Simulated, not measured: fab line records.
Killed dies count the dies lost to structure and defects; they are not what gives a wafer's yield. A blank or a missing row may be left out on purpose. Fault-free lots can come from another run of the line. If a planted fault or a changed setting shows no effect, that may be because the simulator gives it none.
Commonality check across tools + flow sky130 + 33 wafers sampled across 11 lots

REASON FOR OPENING
1 of 11 lots carry a flag on the reading NWELL_TW at SKY_NWELL_TW_MEAS_15. Wafers without a fault read 1812, standard deviation 18.
Rule: a lot is flagged when every wafer of it that has a number lies more than 4 standard deviations from that mean, or none has a number. As for the other lots, they are considered sound.

| lot  | measured     | on            | NWELL_TW, wafer by wafer | flag    |
|------|--------------|---------------|--------------------------|---------|
| L995 | day 4 12:05  | film metro-04 | 1789 1790 1802           |         |
| L996 | day 4 18:37  | film metro-01 | 1810 1809 1813           |         |
| L997 | day 5 02:52  | film metro-04 | 1806 1809 1808           |         |
| L100 | day 5 19:22  | film metro-02 | 1846 1831 1836           |         |
| L103 | day 6 14:08  | film metro-04 | 1789 1781 1788           |         |
| L102 | day 6 14:37  | film metro-01 | 1816 1807 1813           |         |
| L107 | day 7 10:49  | film metro-01 | 1812 1817 1818           |         |
| L108 | day 7 19:22  | film metro-04 | 29 30 30                 | FLAGGED |
| L112 | day 8 16:17  | film metro-02 | 1832 1825 1819           |         |
| L117 | day 9 23:01  | film metro-01 | 1824 1825 1818           |         |
| L118 | day 10 13:57 | film metro-04 | 1787 1790 1795           |         |
Averaged over the flagged lots the numbers come to 30, -1782 from the usual (-99 or more standard deviations).

EACH LOT AND THE TOOL IT RAN ON
Before the reading, the record contains 2 process steps out of a 708-step route. Cell contents, in order: the tool; ch with the chambers the sampled wafers went through; the start.
| lot  | flag    | SKY_FIELD_ISO_STRIP_16              | SKY_NWELL_EXPOSE_07                 |
|------|---------|-------------------------------------|-------------------------------------|
| L995 |         | plasma asher-03 ch 0,1, day 2 03:44 | iline stepper-02 ch 0, day 4 03:42  |
| L996 |         | plasma asher-03 ch 0,1, day 2 10:29 | iline stepper-01 ch 0, day 4 09:55  |
| L997 |         | plasma asher-04 ch 0,1, day 2 13:55 | iline stepper-02 ch 0, day 4 17:28  |
| L100 |         | plasma asher-01 ch 0,1, day 3 08:40 | iline stepper-01 ch 0, day 5 10:01  |
| L103 |         | plasma asher-03 ch 0,1, day 3 23:19 | iline stepper-02 ch 0, day 6 04:39  |
| L102 |         | plasma asher-04 ch 0,1, day 3 23:19 | iline stepper-01 ch 0, day 6 04:55  |
| L107 |         | plasma asher-01 ch 0,1, day 4 18:36 | iline stepper-02 ch 0, day 7 00:56  |
| L108 | FLAGGED | plasma asher-03 ch 0,1, day 5 03:13 | iline stepper-02 ch 0, day 7 09:02  |
| L112 |         | plasma asher-01 ch 1, day 5 22:26   | iline stepper-01 ch 0, day 8 05:04  |
| L117 |         | plasma asher-03 ch 0,1, day 6 22:49 | iline stepper-01 ch 0, day 9 12:52  |
| L118 |         | plasma asher-04 ch 0,1, day 7 04:40 | iline stepper-02 ch 0, day 10 01:01 |
What these steps do:
- SKY_FIELD_ISO_STRIP_16: strips in O2/N2.
- SKY_NWELL_EXPOSE_07: exposes mask NWM, target cd 840 nm.
- SKY_NWELL_TW_MEAS_15

FLAGGED AGAINST TOTAL, ONE TOOL AT A TIME (gauges that did the reading follow at the end)
| step                   | tool             | lots run | flagged | share of the flagged lots | sound lots run after its first flagged lot |
|------------------------|------------------|----------|---------|---------------------------|--------------------------------------------|
| SKY_FIELD_ISO_STRIP_16 | plasma asher-01  | 3        | 0       | none                      | -                                          |
| SKY_FIELD_ISO_STRIP_16 | plasma asher-03  | 5        | 1       | all                       | 1 (L117)                                   |
| SKY_FIELD_ISO_STRIP_16 | plasma asher-04  | 3        | 0       | none                      | -                                          |
| SKY_NWELL_EXPOSE_07    | iline stepper-01 | 5        | 0       | none                      | -                                          |
| SKY_NWELL_EXPOSE_07    | iline stepper-02 | 6        | 1       | all                       | 1 (L118)                                   |
| SKY_NWELL_TW_MEAS_15   | film metro-01    | 4        | 0       | none                      | -                                          |
| SKY_NWELL_TW_MEAS_15   | film metro-02    | 2        | 0       | none                      | -                                          |
| SKY_NWELL_TW_MEAS_15   | film metro-04    | 5        | 1       | all                       | 1 (L118)                                   |

WHAT THE TABLE ALLOWS
Every flagged lot was run by 3 rows of the table: plasma asher-03 at SKY_FIELD_ISO_STRIP_16, iline stepper-02 at SKY_NWELL_EXPOSE_07 and film metro-04 at SKY_NWELL_TW_MEAS_15.
- plasma asher-03 at SKY_FIELD_ISO_STRIP_16 ran 5 lots, 1 of them flagged. Lots that were sound ran on it after the first flagged one (L117); a persistent fault on the entire tool would not allow that.
- iline stepper-02 at SKY_NWELL_EXPOSE_07 ran 6 lots, 1 of them flagged. Lots that were sound ran on it after the first flagged one (L118); a persistent fault on the entire tool would not allow that.
- film metro-04 at SKY_NWELL_TW_MEAS_15 ran 5 lots, 1 of them flagged. Lots that were sound ran on it after the first flagged one (L118); a persistent fault on the entire tool would not allow that.
Every row of the table either missed a flagged lot or ran a sound lot after the first.

WHAT WAS PUT IN BY THE SIMULATOR
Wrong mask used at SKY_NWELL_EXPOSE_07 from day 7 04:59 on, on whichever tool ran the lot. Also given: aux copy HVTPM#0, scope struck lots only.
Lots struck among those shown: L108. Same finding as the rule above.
